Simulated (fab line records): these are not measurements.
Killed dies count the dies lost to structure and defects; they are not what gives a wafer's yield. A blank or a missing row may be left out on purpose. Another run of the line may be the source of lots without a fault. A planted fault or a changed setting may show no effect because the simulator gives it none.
A struck lot beside a sound one | flow sky130 | 15 steps out of a route of 708
Sound: the wafers L263.1, L263.2, L263.3. Wafers L268.1, L268.3, L268.5 were the ones struck. The cause is named last.
Per side, at each step with rows, come the tool, then ch with its chambers, and then its first start. Under that, the readings that differ: sound wafers | struck wafers | difference of the means | sigmas: that difference in standard deviations of wafers without a fault.
alike: same words and numbers on both sides, and readings whose means sit less than 2 such deviations apart. not compared: any withheld reading, any reading some wafer has no value for, any bound like >300 that may hide the same value, and any number with overlapping values for which the record gives no deviation.
The two part at a step that has a row with sigmas, a row that says differs or no value, or rows on one side only. Numbers that have no deviation but don't overlap get no sigmas and don't part them. A reading that every wafer of one side lacks parts them only if that side has two wafers or more.

SKY_LDD_N_OVL_MEAS_07:
  sound on overlay-01, day 19 14:44; struck on overlay-01, day 21 02:44
  alike: LDD_N_OVL
then, 8 steps without rows for these wafers: SKY_LDD_N_IMPLANT_08; SKY_LDD_N_IMPLANT_09; SKY_LDD_N_IMPLANT_10; SKY_LDD_N_IMPLANT_11; SKY_LDD_N_IMPLANT_12; SKY_LDD_N_IMPLANT_13; SKY_LDD_N_IMPLANT_14; SKY_LDD_N_IMPLANT_15.
SKY_LDD_N_STRIP_16: strips in O2/N2.
  sound on plasma-asher-03 ch 0,1, day 19 15:59; struck on plasma-asher-04 ch 0,1, day 21 03:59
  reading                     | sound       | struck      | difference | sigmas
  drypump-motor-current-A (A) | 6.2 6.2 6.2 | 4.9 5.6 4.9 | -1.1       | -2
  alike: n2-flow-sccm, oes-product-au, strip-time-to-endpoint-s
  not compared: rf-hours-counter-h
SKY_LDD_N_TW_MEAS_17:
  sound on film-metro-02, day 19 16:05; struck on film-metro-03, day 21 04:05
  alike: LDD_N_TW
then, 1 step without rows for these wafers: SKY_LDD_P_DEHYDRATE_00 (time 60 s).
SKY_LDD_P_HMDS_01: prime time 60 s.
  sound on litho-track-01 ch 0, day 20 06:35; struck on litho-track-01 ch 0, day 21 18:59
  reading          | sound                | struck               | difference | sigmas
  prime-temp-c (C) | 119.88 120.26 120.07 | 116.73 116.89 116.88 | -3.24      | -25
  alike: exhaust-pa
then, 1 step without rows for these wafers: SKY_LDD_P_COAT_02 (resist thk 1140 nm).
-- record jumps: 26 days separate the struck wafers' starts on either side; left off in module LDD_P, taken up again in module PAD_OPEN, whose first shown step is the route's number 708 --
SKY_PAD_OPEN_PROBE_99:
  sound on prober-01, day 47 01:13; struck on prober-01, day 47 20:09
  alike: killed_at_M0_to_M3, killed_at_M4_up, killed-at-contacts, killed-at-front-end, killed-at-other, killed-dies, killed-open, killed-short

== WHERE THEY PART ==
Earliest at SKY_LDD_N_STRIP_16; latest, in this record, at SKY_LDD_P_HMDS_01. Later steps at which nothing parts them and some readings are alike: SKY_PAD_OPEN_PROBE_99.

WHY: what the simulator had put in
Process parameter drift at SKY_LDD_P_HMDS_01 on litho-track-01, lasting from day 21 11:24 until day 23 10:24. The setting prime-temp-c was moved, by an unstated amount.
